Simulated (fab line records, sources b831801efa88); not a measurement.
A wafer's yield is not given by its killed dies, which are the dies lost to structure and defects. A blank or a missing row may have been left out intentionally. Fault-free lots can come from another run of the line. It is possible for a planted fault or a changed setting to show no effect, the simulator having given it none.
One fault through the eyes of 2 desks || flow sky130 || only its own numbers are on each desk; what lay behind them is given at the end

## THE METROLOGY DESK
Means of the sampled wafers that have a number, per lot and without regard to the tool the lot ran on: this is what the gauges read. Any lot whose mean is over 4 standard deviations away from the usual mean is out of limits and marked OUT; that distance is given in the brackets.
Columns: A = LDD_LDN_OVL at SKY_LDD_LDN_OVL_MEAS_07, usual -0.8 nm; B = cd-nm at SKY_SD_N_CD_MEAS_07, usual 380.3 nm; C = SD_N_RS at SKY_SD_N_RS_MEAS_16, usual 68.62 ohm/sq; D = SD_P_RS at SKY_SD_N_RS_MEAS_17, usual 147.3 ohm/sq
{"lot": "L254", "first seen here": "day 22 19:39", "A": -0.9, "B": 381.4, "C": 68.53, "D": 147.1}
{"lot": "L255", "first seen here": "day 23 04:05", "A": -0.2, "B": 381.8, "C": 68.52, "D": 146.9}
{"lot": "L257", "first seen here": "day 23 20:50", "A": -0.5, "B": 379.2, "C": 68.62, "D": 147.1}
{"lot": "L256", "first seen here": "day 23 21:08", "A": -0.7, "B": 382.9, "C": 68.62, "D": 147.5}
{"lot": "L258", "first seen here": "day 24 09:47", "A": -1.6, "B": 375.6, "C": 68.69, "D": 147.2}
{"lot": "L259", "first seen here": "day 24 14:26", "A": -1.4, "B": 378.6, "C": 68.62, "D": 147.3}
{"lot": "L262", "first seen here": "day 26 02:17", "A": 1.6, "B": 382.8, "C": 68.72, "D": 147.4}
{"lot": "L267", "first seen here": "day 27 22:17", "A": -2.2, "B": 382.9, "C": "66.85 (-16) OUT", "D": "138.6 (-24) OUT"}
{"lot": "L269", "first seen here": "day 28 10:32", "A": -1.2, "B": 381.5, "C": "66.76 (-17) OUT", "D": "138.2 (-25) OUT"}
{"lot": "L272", "first seen here": "day 29 12:50", "A": 0.0, "B": 382.7, "C": 68.73, "D": 147.7}
{"lot": "L274", "first seen here": "day 29 20:41", "A": -1.4, "B": 380.5, "C": 68.64, "D": 147.4}
{"lot": "L276", "first seen here": "day 30 12:26", "A": -3.8, "B": 377.9, "C": 68.57, "D": 147.2}
This desk reports L267, L269 out of limits; the earliest was L267 at day 32 15:23 (SD_N_RS at SKY_SD_N_RS_MEAS_16). Within limits: L254, L255, L257, L256, L258, L259, L262, L272, L274, L276.

## AT THE TOOL OWNER'S DESK: rtp-anneal-01
Per lot that ran on this tool, the mean of the sampled wafers carrying a number, from the tool's own readings at SKY_SD_N_RTA_14 (time 2 s). Any lot whose mean is over 4 standard deviations away from the usual mean is out of limits and marked OUT; that distance is given in the brackets.
Columns: A = lamp-power-pct at SKY_SD_N_RTA_14, usual 15.74 %; B = wafer_temp_C_max at SKY_SD_N_RTA_14, usual 1077.9
{"lot": "L255", "first seen here": "day 28 05:34", "A": 15.75, "B": 1078.5}
{"lot": "L257", "first seen here": "day 28 20:49", "A": 15.73, "B": 1078.3}
{"lot": "L259", "first seen here": "day 29 12:51", "A": 15.71, "B": 1078.1}
{"lot": "L267", "first seen here": "day 32 15:13", "A": 15.84, "B": "1088.1 (+8.5) OUT"}
{"lot": "L269", "first seen here": "day 33 04:18", "A": 15.84, "B": "1088.3 (+8.6) OUT"}
This desk's finding: out of limits on L267, L269; first on L267, day 32 15:13 (wafer_temp_C_max at SKY_SD_N_RTA_14). Within limits: L255, L257, L259.

## ALL TOGETHER
The tool owner's desk had the chance to raise an alarm at day 32 15:13 on L267, L269.
The metrology desk could have raised an alarm at day 32 15:23, on L267, L269.
Every lot named ran SKY_SD_N_RTA_14 on rtp-anneal-01.

## WHAT HAD BEEN PUT IN BY THE SIMULATOR
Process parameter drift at SKY_SD_N_RTA_14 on rtp-anneal-01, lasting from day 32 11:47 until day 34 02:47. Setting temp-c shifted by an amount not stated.
Lots struck among those shown: L267, L269.
Counting hours from when the fault started, the first reading out of limits came at 3 for the tool owner's desk and at 4 for the metrology desk.
